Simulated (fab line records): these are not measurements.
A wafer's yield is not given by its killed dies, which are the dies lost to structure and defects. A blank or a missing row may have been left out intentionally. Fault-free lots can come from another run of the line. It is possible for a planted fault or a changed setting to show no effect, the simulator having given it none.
Which tool is to blame? | flow gf180mcu | 13 lots with 36 wafers sampled at 6 steps, on a route of 602 steps

WHAT THE GAUGES READ, wafer by wafer
GF_CONTACT_THK_MEAS_03. Usual: CONTACT_CVD_02_THK gives 861 nm (standard deviation 11).
lot  | measured     | on            | CONTACT_CVD_02_THK (nm)       | flag
L941 | day 15 06:06 | film_metro-01 | 850 858                       |
L949 | day 18 00:40 | film_metro-03 | 842 848 845                   |
L948 | day 18 00:58 | film_metro-02 | 855 876 864                   |
L951 | day 18 21:41 | film_metro-02 | 1026 1026 1041 1026 1027 1040 | OFF
L952 | day 19 08:34 | film_metro-02 | 1023 1034 1032 1022 1035 1032 | OFF
L954 | day 19 20:02 | film_metro-03 | 852 878 884                   |
L956 | day 20 10:24 | film_metro-02 | 836 849 869                   |
L958 | day 21 05:39 | film_metro-02 | 859 873 871                   |
L959 | day 21 14:50 | film_metro-01 | 854 863 870                   |
L961 | day 22 07:27 | film_metro-02 | 858 882                       |
L962 | day 22 10:25 | film_metro-01 | 864 878 871                   |
L963 | day 22 22:20 | film_metro-01 | 866 858                       |
L964 | day 23 05:07 | film_metro-02 | 846 863 857                   |

GF_M1_THK_MEAS_06: measures by xrf. Usual: M1_ALCU_THK gives 442 nm (standard deviation 6.1).
lot  | measured     | on            | M1_ALCU_THK (nm) | flag
L941 | day 16 06:00 | film_metro-04 | 444 449          |
L949 | day 19 03:03 | film_metro-01 | 440 455 441      |
L948 | day 19 03:10 | film_metro-04 | 435 439 434      |
L951 | day 20 00:27 | film_metro-04 | 436 431 438      |
L952 | day 20 11:50 | film_metro-01 | 436 441 450      |
L954 | day 20 22:12 | film_metro-04 | 439 438 435      |
L956 | day 21 13:05 | film_metro-03 | 433 434 436      |
L958 | day 22 07:32 | film_metro-04 | 435 434 439      |
L959 | day 22 16:34 | film_metro-04 | 447 447 445      |
L961 | day 23 09:02 | film_metro-01 | 436 444          |
L962 | day 23 12:18 | film_metro-04 | 433 435 439      |
L963 | day 23 23:52 | film_metro-03 | 444 455          |
L964 | day 24 05:37 | film_metro-01 | 434 432 429      |

TOOL THAT RAN EACH LOT (tool first, then ch and the chambers of the sampled wafers, then the start)
lot  | GF_CONTACT_CVD_02               | GF_CONTACT_CMP_04             | GF_M1_SPUTTER_01             | GF_M1_SPUTTER_04
L941 | pecvd-03 ch 0,2, day 15 06:02   | cmp-02 ch 0,2, day 15 06:16   | pvd_sputter-04, day 16 05:46 | pvd_sputter-04, day 16 05:50
L949 | pecvd-03 ch 1,2, day 18 00:35   | cmp-02 ch 1,2, day 18 00:43   | pvd_sputter-02, day 19 02:48 | pvd_sputter-02, day 19 02:53
L948 | pecvd-04 ch 0,1, day 18 00:54   | cmp-02 ch 0,1,3, day 18 01:08 | pvd_sputter-01, day 19 02:55 | pvd_sputter-01, day 19 03:00
L951 | pecvd-03 ch 0,1, day 18 21:37   | cmp-01 ch 0,3, day 19 00:06   | pvd_sputter-01, day 20 00:12 | pvd_sputter-01, day 20 00:17
L952 | pecvd-03 ch 0,2, day 19 08:29   | cmp-02 ch 0,3, day 19 15:59   | pvd_sputter-04, day 20 11:35 | pvd_sputter-04, day 20 11:40
L954 | pecvd-04 ch 1,2, day 19 19:58   | cmp-02 ch 1,2, day 19 20:08   | pvd_sputter-01, day 20 21:57 | pvd_sputter-01, day 20 22:02
L956 | pecvd-02 ch 0,1, day 20 10:20   | cmp-02 ch 1,2,3, day 20 10:28 | pvd_sputter-04, day 21 12:51 | pvd_sputter-04, day 21 12:56
L958 | pecvd-04 ch 0,1, day 21 05:35   | cmp-02 ch 1,2, day 21 05:43   | pvd_sputter-01, day 22 07:18 | pvd_sputter-01, day 22 07:23
L959 | pecvd-02 ch 0,1, day 21 14:45   | cmp-01 ch 0,1,3, day 21 14:59 | pvd_sputter-04, day 22 16:19 | pvd_sputter-04, day 22 16:23
L961 | pecvd-02 ch 0,2, day 22 07:23   | cmp-01 ch 0,1, day 22 07:37   | pvd_sputter-04, day 23 08:47 | pvd_sputter-04, day 23 08:52
L962 | pecvd-02 ch 0,1,2, day 22 10:20 | cmp-02 ch 1,2,3, day 22 10:37 | pvd_sputter-01, day 23 12:02 | pvd_sputter-01, day 23 12:07
L963 | pecvd-03 ch 0,1, day 22 22:16   | cmp-02 ch 0, day 22 22:25     | pvd_sputter-04, day 23 23:36 | pvd_sputter-04, day 23 23:41
L964 | pecvd-03 ch 0,1, day 23 05:02   | cmp-02 ch 2,3, day 23 05:13   | pvd_sputter-01, day 24 05:21 | pvd_sputter-01, day 24 05:26
- GF_CONTACT_CVD_02: deposits SiO2 from TEOS, target thk 860 nm, time 95.992 s.
- GF_CONTACT_CMP_04: polishes SiO2.
- GF_M1_SPUTTER_01: material TiN, target thk 30 nm, time 25 s.
- GF_M1_SPUTTER_04: material TiN, target thk 50 nm, time 41.7 s.

WHAT THE TOOLS THEMSELVES READ (means of the sampled wafers that have a number; where no wafer has one, the mark that the record gives instead)
GF_CONTACT_CVD_02. Usual: heater_power_w reads 664 W (standard deviation 94).
lot  | tool     | heater_power_w (W) | flag
L941 | pecvd-03 | 690                |
L949 | pecvd-03 | 682                |
L948 | pecvd-04 | 574                |
L951 | pecvd-03 | 663                |
L952 | pecvd-03 | 673                |
L954 | pecvd-04 | 595                |
L956 | pecvd-02 | 646                |
L958 | pecvd-04 | 563                |
L959 | pecvd-02 | 671                |
L961 | pecvd-02 | 690                |
L962 | pecvd-02 | 678                |
L963 | pecvd-03 | 604                |
L964 | pecvd-03 | 641                |

GF_CONTACT_CMP_04. Usual: motor_current_A 12.3 A, standard deviation 1.6; slurry_filter_dp_kPa 13.51 kPa, standard deviation 0.15; time_to_endpoint_s 112 s, standard deviation 5.4.
lot  | tool   | motor_current_A (A) | slurry_filter_dp_kPa (kPa) | time_to_endpoint_s (s) | flag
L941 | cmp-02 | 13.9                | 13.61                      | 111                    |
L949 | cmp-02 | 12.8                | 13.54                      | 110                    |
L948 | cmp-02 | 12.0                | 13.51                      | 113                    |
L951 | cmp-01 | 11.3                | 13.51                      | 174                    | OFF
L952 | cmp-02 | 12.2                | 13.50                      | 173                    | OFF
L954 | cmp-02 | 12.6                | 13.61                      | 116                    |
L956 | cmp-02 | 11.6                | 13.45                      | 106                    |
L958 | cmp-02 | 11.3                | 13.56                      | 107                    |
L959 | cmp-01 | 11.6                | 13.60                      | 114                    |
L961 | cmp-01 | 11.2                | 13.46                      | 114                    |
L962 | cmp-02 | 12.3                | 13.38                      | 113                    |
L963 | cmp-02 | 13.4                | 13.51                      | 112                    |
L964 | cmp-02 | 12.8                | 13.55                      | 116                    |

GF_M1_SPUTTER_01. Usual: cathode_dc_power_W 6499.8 W, standard deviation 1.1; throttle_valve_pct 30.3 %, standard deviation 1.3.
lot  | tool           | cathode_dc_power_W (W) | throttle_valve_pct (%) | flag
L941 | pvd_sputter-04 | 6499.8                 | 30.2                   |
L949 | pvd_sputter-02 | 6499.4                 | 29.4                   |
L948 | pvd_sputter-01 | 6500.2                 | 30.5                   |
L951 | pvd_sputter-01 | 6500.7                 | 30.6                   |
L952 | pvd_sputter-04 | 6499.1                 | 30.2                   |
L954 | pvd_sputter-01 | 6499.7                 | 30.4                   |
L956 | pvd_sputter-04 | 6500.3                 | 31.0                   |
L958 | pvd_sputter-01 | 6499.9                 | 31.1                   |
L959 | pvd_sputter-04 | 6499.8                 | 31.0                   |
L961 | pvd_sputter-04 | 6499.3                 | 31.4                   |
L962 | pvd_sputter-01 | 6500.3                 | 29.9                   |
L963 | pvd_sputter-04 | 6500.0                 | 30.6                   |
L964 | pvd_sputter-01 | 6499.1                 | 30.0                   |

GF_M1_SPUTTER_04. Usual: cathode_dc_power_W 6500.1 W, standard deviation 1.2; throttle_valve_pct 30.3 %, standard deviation 1.4.
lot  | tool           | cathode_dc_power_W (W) | throttle_valve_pct (%) | flag
L941 | pvd_sputter-04 | 6499.4                 | 30.3                   |
L949 | pvd_sputter-02 | 6500.9                 | 29.3                   |
L948 | pvd_sputter-01 | 6499.8                 | 30.6                   |
L951 | pvd_sputter-01 | 6498.9                 | 30.5                   |
L952 | pvd_sputter-04 | 6499.4                 | 30.4                   |
L954 | pvd_sputter-01 | 6499.3                 | 30.6                   |
L956 | pvd_sputter-04 | 6499.2                 | 30.8                   |
L958 | pvd_sputter-01 | 6500.9                 | 31.2                   |
L959 | pvd_sputter-04 | 6499.8                 | 31.0                   |
L961 | pvd_sputter-04 | 6499.6                 | 31.5                   |
L962 | pvd_sputter-01 | 6501.0                 | 29.8                   |
L963 | pvd_sputter-04 | 6500.6                 | 30.6                   |
L964 | pvd_sputter-01 | 6500.3                 | 29.9                   |

THE ANSWER, worked out from the rows above alone
Rule: a lot is off if the mean of its wafers that have a number lies more than 3 standard deviations from the usual mean. Also off: a lot with no number at a reading for which 4 or more lots have one. The other lots that the step has rows for count as sound. Order of review: gauges by route order, followed by the tools' own readings, for which a lot's mean as printed above is used. The first step at which some lot is off is used, and at that step the reading that is off furthest; a lot without a number counts as furthest.
Off: L951, L952, seen at GF_CONTACT_THK_MEAS_03 (CONTACT_CVD_02_THK).
If a tool, at a process step before that reading, ran all the lots that are off and no sound lot after the first of them, it fits. Not tried: the gauges at GF_CONTACT_THK_MEAS_03; whatever is off there is also off at GF_CONTACT_CMP_04, on other tools, and gauge error can't account for it. No candidate that was tried fits.

WHAT HAD BEEN PUT IN BY THE SIMULATOR
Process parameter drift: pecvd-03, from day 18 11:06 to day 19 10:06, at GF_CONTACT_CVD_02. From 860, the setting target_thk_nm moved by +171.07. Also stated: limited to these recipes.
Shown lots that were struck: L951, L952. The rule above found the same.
